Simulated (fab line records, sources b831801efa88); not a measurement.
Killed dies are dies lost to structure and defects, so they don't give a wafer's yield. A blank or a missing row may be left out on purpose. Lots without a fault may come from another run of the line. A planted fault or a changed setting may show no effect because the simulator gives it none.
Which tool did it? | flow gf180mcu | 24 lots, 72 wafers sampled, at 5 steps of a route of 602

WHAT THE GAUGES READ, wafer by wafer
GF_M5_OVL_MEAS_08. Usual: M5_OVL -7 nm, standard deviation 6.
lot  | measured     | on         | M5_OVL (nm) | flag
L074 | day 26 00:46 | overlay-02 | 1 3 -1      |
L075 | day 26 08:48 | overlay-02 | -6 -8 -5    |
L076 | day 26 16:23 | overlay-02 | -10 -11 -11 |
L077 | day 27 02:41 | overlay-02 | -15 -15 -12 |
L078 | day 27 04:18 | overlay-01 | -8 -15 -13  |
L079 | day 27 16:06 | overlay-02 | -14 -23 -17 |
L080 | day 28 02:05 | overlay-01 | -2 -4 4     |
L081 | day 28 21:11 | overlay-02 | -8 -3 -10   |
L082 | day 28 23:05 | overlay-02 | -6 -8 -5    |
L083 | day 29 09:39 | overlay-02 | 0 0 0       |
L084 | day 30 03:32 | overlay-02 | -13 -12 -8  |
L085 | day 30 10:41 | overlay-01 | -5 -10 -5   |
L086 | day 30 22:18 | overlay-02 | -18 -15 -20 |
L087 | day 30 21:23 | overlay-02 | 4 3 4       |
L088 | day 30 23:33 | overlay-01 | -12 -4 -10  |
L089 | day 31 03:02 | overlay-02 | -7 -5 -8    |
L090 | day 31 01:51 | overlay-02 | 4 -6 -2     |
L091 | day 31 09:35 | overlay-01 | 3 4 -1      |
L092 | day 31 20:12 | overlay-01 | -8 -10 -16  |
L093 | day 31 20:59 | overlay-01 | -10 -6 -6   |
L094 | day 32 01:05 | overlay-01 | -7 -8 -10   |
L095 | day 32 09:02 | overlay-01 | -5 3 -5     |
L096 | day 32 13:32 | overlay-02 | -1 -4 -9    |
L097 | day 32 18:38 | overlay-02 | -10 -10 -12 |

WHICH TOOL RAN EACH LOT (tool, then ch and the chambers of the sampled wafers, then the start)
lot  | GF_STI_STRIP_15                     | GF_HV_LDD_STRIP_10                   | GF_CONTACT_SPUTTER_23        | GF_MIM_SPUTTER_01
L074 | plasma_asher-02 ch 0,1, day 2 02:29 | plasma_asher-04 ch 0,1, day 9 23:22  | pvd_sputter-02, day 15 21:14 | pvd_sputter-03, day 24 05:02
L075 | plasma_asher-01 ch 0,1, day 2 06:50 | plasma_asher-04 ch 0,1, day 10 05:16 | pvd_sputter-04, day 16 06:19 | pvd_sputter-01, day 24 12:59
L076 | plasma_asher-04 ch 0,1, day 2 11:02 | plasma_asher-03 ch 0,1, day 10 10:20 | pvd_sputter-04, day 16 13:06 | pvd_sputter-01, day 24 21:14
L077 | plasma_asher-02 ch 0,1, day 2 17:19 | plasma_asher-01 ch 0,1, day 10 20:14 | pvd_sputter-02, day 17 01:13 | pvd_sputter-03, day 25 08:37
L078 | plasma_asher-02 ch 0,1, day 2 22:23 | plasma_asher-01 ch 0,1, day 11 01:46 | pvd_sputter-01, day 17 06:04 | pvd_sputter-04, day 25 10:50
L079 | plasma_asher-02 ch 0,1, day 3 03:00 | plasma_asher-01 ch 0,1, day 11 06:20 | pvd_sputter-01, day 17 13:12 | pvd_sputter-01, day 25 21:38
L080 | plasma_asher-01 ch 0,1, day 3 08:36 | plasma_asher-04 ch 0,1, day 11 18:59 | pvd_sputter-04, day 18 04:05 | pvd_sputter-04, day 26 08:37
L081 | plasma_asher-01 ch 0,1, day 3 13:53 | plasma_asher-04 ch 0,1, day 12 11:56 | pvd_sputter-01, day 19 03:18 | pvd_sputter-03, day 27 05:41
L082 | plasma_asher-01 ch 1, day 3 19:08   | plasma_asher-03 ch 0, day 12 12:26   | pvd_sputter-01, day 19 04:33 | pvd_sputter-04, day 27 07:36
L083 | plasma_asher-02 ch 0, day 4 01:20   | plasma_asher-04 ch 0,1, day 12 22:38 | pvd_sputter-01, day 19 18:09 | pvd_sputter-04, day 27 17:49
L084 | plasma_asher-01 ch 0,1, day 4 06:11 | plasma_asher-04 ch 0,1, day 13 17:22 | pvd_sputter-04, day 20 17:08 | pvd_sputter-04, day 28 13:20
L085 | plasma_asher-04 ch 0,1, day 4 10:50 | plasma_asher-01 ch 0,1, day 14 04:13 | pvd_sputter-04, day 21 03:31 | pvd_sputter-03, day 28 21:09
L086 | plasma_asher-01 ch 0,1, day 4 16:05 | plasma_asher-01 ch 0,1, day 14 11:22 | pvd_sputter-02, day 21 16:27 | pvd_sputter-04, day 29 08:19
L087 | plasma_asher-01 ch 0, day 4 21:29   | plasma_asher-01 ch 0,1, day 14 13:11 | pvd_sputter-04, day 21 16:33 | pvd_sputter-03, day 29 07:33
L088 | plasma_asher-01 ch 0,1, day 5 02:03 | plasma_asher-03 ch 0, day 14 15:08   | pvd_sputter-02, day 21 18:21 | pvd_sputter-04, day 29 10:36
L089 | plasma_asher-04 ch 0,1, day 5 10:56 | plasma_asher-01 ch 0,1, day 14 22:07 | pvd_sputter-02, day 22 00:33 | pvd_sputter-03, day 29 14:32
L090 | plasma_asher-02 ch 0,1, day 5 11:27 | plasma_asher-03 ch 0,1, day 14 21:47 | pvd_sputter-04, day 21 22:57 | pvd_sputter-04, day 29 13:08
L091 | plasma_asher-04 ch 0,1, day 5 19:58 | plasma_asher-03 ch 0,1, day 15 06:49 | pvd_sputter-02, day 22 08:27 | pvd_sputter-04, day 29 21:42
L092 | plasma_asher-02 ch 0,1, day 5 22:51 | plasma_asher-01 ch 0,1, day 15 09:13 | pvd_sputter-04, day 22 22:16 | pvd_sputter-04, day 30 07:51
L093 | plasma_asher-02 ch 0,1, day 6 02:47 | plasma_asher-01 ch 0,1, day 15 19:53 | pvd_sputter-01, day 22 22:55 | pvd_sputter-01, day 30 08:53
L094 | plasma_asher-01 ch 0,1, day 6 09:20 | plasma_asher-03 ch 0,1, day 16 01:53 | pvd_sputter-02, day 23 05:25 | pvd_sputter-01, day 30 12:47
L095 | plasma_asher-02 ch 0,1, day 6 13:56 | plasma_asher-04 ch 0,1, day 16 09:40 | pvd_sputter-02, day 23 14:01 | pvd_sputter-01, day 30 21:26
L096 | plasma_asher-01 ch 1, day 6 18:35   | plasma_asher-04 ch 0,1, day 16 15:20 | pvd_sputter-01, day 23 20:19 | pvd_sputter-03, day 31 01:48
L097 | plasma_asher-01 ch 0,1, day 7 00:43 | plasma_asher-03 ch 0,1, day 16 23:43 | pvd_sputter-02, day 24 04:47 | pvd_sputter-04, day 31 07:28
- GF_STI_STRIP_15: strips in O2/N2.
- GF_HV_LDD_STRIP_10: strips in O2/N2.
- GF_CONTACT_SPUTTER_23: material TiN, target thk 10 nm, time 40 s.
- GF_MIM_SPUTTER_01: material TiN, target thk 30 nm, time 25 s.

WHAT THE TOOLS THEMSELVES READ (means of the sampled wafers that have a number; where no wafer has one, the mark that the record gives instead)
GF_STI_STRIP_15. Usual: drypump_motor_current_A 5.50 A, standard deviation 0.22; heater_power_w 352 W, standard deviation 54; oes_product_au 0.384 a.u., standard deviation 0.0052; platen_temp_c 249.97 C, standard deviation 0.17; strip_time_to_endpoint_s 3.74 s, standard deviation 0.062.
lot  | tool            | drypump_motor_current_A (A) | heater_power_w (W) | oes_product_au (a.u.) | platen_temp_c (C) | strip_time_to_endpoint_s (s) | flag
L074 | plasma_asher-02 | 5.50                        | 373                | 0.382                 | 249.95            | 3.73                         |
L075 | plasma_asher-01 | 5.59                        | 330                | 0.380                 | 249.86            | 3.72                         |
L076 | plasma_asher-04 | 5.22                        | 326                | 0.383                 | 249.70            | 3.70                         |
L077 | plasma_asher-02 | 5.40                        | 355                | 0.392                 | 249.82            | 3.81                         |
L078 | plasma_asher-02 | 5.33                        | 356                | 0.383                 | 249.92            | 3.73                         |
L079 | plasma_asher-02 | 5.52                        | 373                | 0.383                 | 250.03            | 3.76                         |
L080 | plasma_asher-01 | 5.63                        | 372                | 0.382                 | 249.98            | 3.69                         |
L081 | plasma_asher-01 | 5.58                        | 326                | 0.386                 | 250.14            | 3.78                         |
L082 | plasma_asher-01 | 5.53                        | 287                | 0.386                 | 249.86            | 3.83                         |
L083 | plasma_asher-02 | 5.67                        | 398                | 0.386                 | 249.97            | 3.75                         |
L084 | plasma_asher-01 | 5.62                        | 366                | 0.380                 | 249.92            | 3.68                         |
L085 | plasma_asher-04 | 5.24                        | 323                | 0.384                 | 250.12            | 3.75                         |
L086 | plasma_asher-01 | 5.63                        | 369                | 0.386                 | 250.03            | 3.82                         |
L087 | plasma_asher-01 | 5.67                        | 417                | 0.381                 | 249.88            | 3.74                         |
L088 | plasma_asher-01 | 5.63                        | 365                | 0.385                 | 250.16            | 3.78                         |
L089 | plasma_asher-04 | 5.43                        | 357                | 0.385                 | 250.17            | 3.73                         |
L090 | plasma_asher-02 | 5.53                        | 374                | 0.381                 | 249.96            | 3.77                         |
L091 | plasma_asher-04 | 5.24                        | 323                | 0.381                 | 250.04            | 3.68                         |
L092 | plasma_asher-02 | 5.54                        | 374                | 0.384                 | 250.11            | 3.77                         |
L093 | plasma_asher-02 | 5.35                        | 355                | 0.383                 | 249.98            | 3.74                         |
L094 | plasma_asher-01 | 5.58                        | 322                | 0.385                 | 250.04            | 3.73                         |
L095 | plasma_asher-02 | 5.51                        | 368                | 0.383                 | 249.86            | 3.70                         |
L096 | plasma_asher-01 | 5.55                        | 284                | 0.387                 | 250.16            | 3.75                         |
L097 | plasma_asher-01 | 5.64                        | 363                | 0.386                 | 249.95            | 3.75                         |

GF_HV_LDD_STRIP_10. Usual: drypump_motor_current_A 5.43 A, standard deviation 0.21; heater_power_w 334 W, standard deviation 50; oes_product_au 0.716 a.u., standard deviation 0.0044; platen_temp_c 249.99 C, standard deviation 0.18; strip_time_to_endpoint_s 12.638 s, standard deviation 0.026.
lot  | tool            | drypump_motor_current_A (A) | heater_power_w (W) | oes_product_au (a.u.) | platen_temp_c (C) | strip_time_to_endpoint_s (s) | flag
L074 | plasma_asher-04 | 5.24                        | 323                | 0.712                 | 249.96            | 12.655                       |
L075 | plasma_asher-04 | 5.25                        | 322                | 0.714                 | 249.85            | 12.636                       |
L076 | plasma_asher-03 | 5.29                        | 323                | 0.711                 | 249.93            | 12.626                       |
L077 | plasma_asher-01 | 5.58                        | 327                | 0.715                 | 250.05            | 12.643                       |
L078 | plasma_asher-01 | 5.62                        | 362                | 0.713                 | 250.10            | 12.670                       |
L079 | plasma_asher-01 | 5.63                        | 362                | 0.717                 | 250.26            | 12.623                       |
L080 | plasma_asher-04 | 5.23                        | 321                | 0.716                 | 249.97            | 12.614                       |
L081 | plasma_asher-04 | 5.43                        | 358                | 0.715                 | 250.14            | 12.632                       |
L082 | plasma_asher-03 | 5.24                        | 340                | 0.715                 | 250.02            | 12.645                       |
L083 | plasma_asher-04 | 5.26                        | 322                | 0.715                 | 250.00            | 12.645                       |
L084 | plasma_asher-04 | 5.24                        | 322                | 0.718                 | 250.06            | 12.637                       |
L085 | plasma_asher-01 | 5.63                        | 362                | 0.719                 | 250.01            | 12.683                       |
L086 | plasma_asher-01 | 5.58                        | 329                | 0.717                 | 250.12            | 12.636                       |
L087 | plasma_asher-01 | 5.62                        | 356                | 0.716                 | 249.96            | 12.656                       |
L088 | plasma_asher-03 | 5.22                        | 345                | 0.714                 | 250.08            | 12.637                       |
L089 | plasma_asher-01 | 5.64                        | 368                | 0.715                 | 249.94            | 12.625                       |
L090 | plasma_asher-03 | 5.29                        | 328                | 0.718                 | 250.06            | 12.677                       |
L091 | plasma_asher-03 | 5.33                        | 329                | 0.717                 | 249.98            | 12.609                       |
L092 | plasma_asher-01 | 5.58                        | 330                | 0.715                 | 249.88            | 12.616                       |
L093 | plasma_asher-01 | 5.62                        | 362                | 0.718                 | 249.88            | 12.656                       |
L094 | plasma_asher-03 | 5.34                        | 331                | 0.719                 | 249.95            | 12.596                       |
L095 | plasma_asher-04 | 5.25                        | 325                | 0.714                 | 249.78            | 12.602                       |
L096 | plasma_asher-04 | 5.42                        | 359                | 0.713                 | 249.93            | 12.654                       |
L097 | plasma_asher-03 | 5.34                        | 321                | 0.712                 | 249.93            | 12.619                       |

GF_CONTACT_SPUTTER_23. Usual: throttle_valve_pct 29.6 %, standard deviation 0.96.
lot  | tool           | throttle_valve_pct (%) | flag
L074 | pvd_sputter-02 | 29.9                   |
L075 | pvd_sputter-04 | 29.9                   |
L076 | pvd_sputter-04 | 30.0                   |
L077 | pvd_sputter-02 | 28.7                   |
L078 | pvd_sputter-01 | 28.8                   |
L079 | pvd_sputter-01 | 28.9                   |
L080 | pvd_sputter-04 | 29.8                   |
L081 | pvd_sputter-01 | 28.9                   |
L082 | pvd_sputter-01 | 28.3                   |
L083 | pvd_sputter-01 | 28.9                   |
L084 | pvd_sputter-04 | 30.0                   |
L085 | pvd_sputter-04 | 30.0                   |
L086 | pvd_sputter-02 | 28.9                   |
L087 | pvd_sputter-04 | 29.8                   |
L088 | pvd_sputter-02 | 29.8                   |
L089 | pvd_sputter-02 | 30.6                   |
L090 | pvd_sputter-04 | 29.8                   |
L091 | pvd_sputter-02 | 29.5                   |
L092 | pvd_sputter-04 | 29.8                   |
L093 | pvd_sputter-01 | 29.5                   |
L094 | pvd_sputter-02 | 29.6                   |
L095 | pvd_sputter-02 | 30.2                   |
L096 | pvd_sputter-01 | 29.5                   |
L097 | pvd_sputter-02 | 30.0                   |

GF_MIM_SPUTTER_01. Usual: throttle_valve_pct 29.6 %, standard deviation 1.1.
lot  | tool           | throttle_valve_pct (%) | flag
L074 | pvd_sputter-03 | 31.5                   |
L075 | pvd_sputter-01 | 29.0                   |
L076 | pvd_sputter-01 | 29.8                   |
L077 | pvd_sputter-03 | 30.6                   |
L078 | pvd_sputter-04 | 30.1                   |
L079 | pvd_sputter-01 | 29.0                   |
L080 | pvd_sputter-04 | 29.8                   |
L081 | pvd_sputter-03 | 30.7                   |
L082 | pvd_sputter-04 | 29.8                   |
L083 | pvd_sputter-04 | 30.0                   |
L084 | pvd_sputter-04 | 29.9                   |
L085 | pvd_sputter-03 | 30.0                   |
L086 | pvd_sputter-04 | 29.8                   |
L087 | pvd_sputter-03 | 28.6                   |
L088 | pvd_sputter-04 | 29.8                   |
L089 | pvd_sputter-03 | 30.0                   |
L090 | pvd_sputter-04 | 29.8                   |
L091 | pvd_sputter-04 | 29.8                   |
L092 | pvd_sputter-04 | 29.6                   |
L093 | pvd_sputter-01 | 29.6                   |
L094 | pvd_sputter-01 | 28.5                   |
L095 | pvd_sputter-01 | 28.9                   |
L096 | pvd_sputter-03 | 28.7                   |
L097 | pvd_sputter-04 | 29.8                   |

THE ANSWER, worked out from the rows above alone
Rule: a lot is off if the mean of its wafers that have a number lies more than 3 standard deviations from the usual mean. A lot without any number at a reading at which 4 lots or more have one is off too. The other lots that the step has rows for count as sound. The gauges are gone through in route order, then the tools' own readings, and for those a lot's mean is taken as printed above. The first step at which some lot is off is used, and at that step the reading that is off furthest; a lot without a number counts as furthest.
No lot is off at any reading shown: from this, nothing can be told.

WHAT THE SIMULATOR HAD PUT IN
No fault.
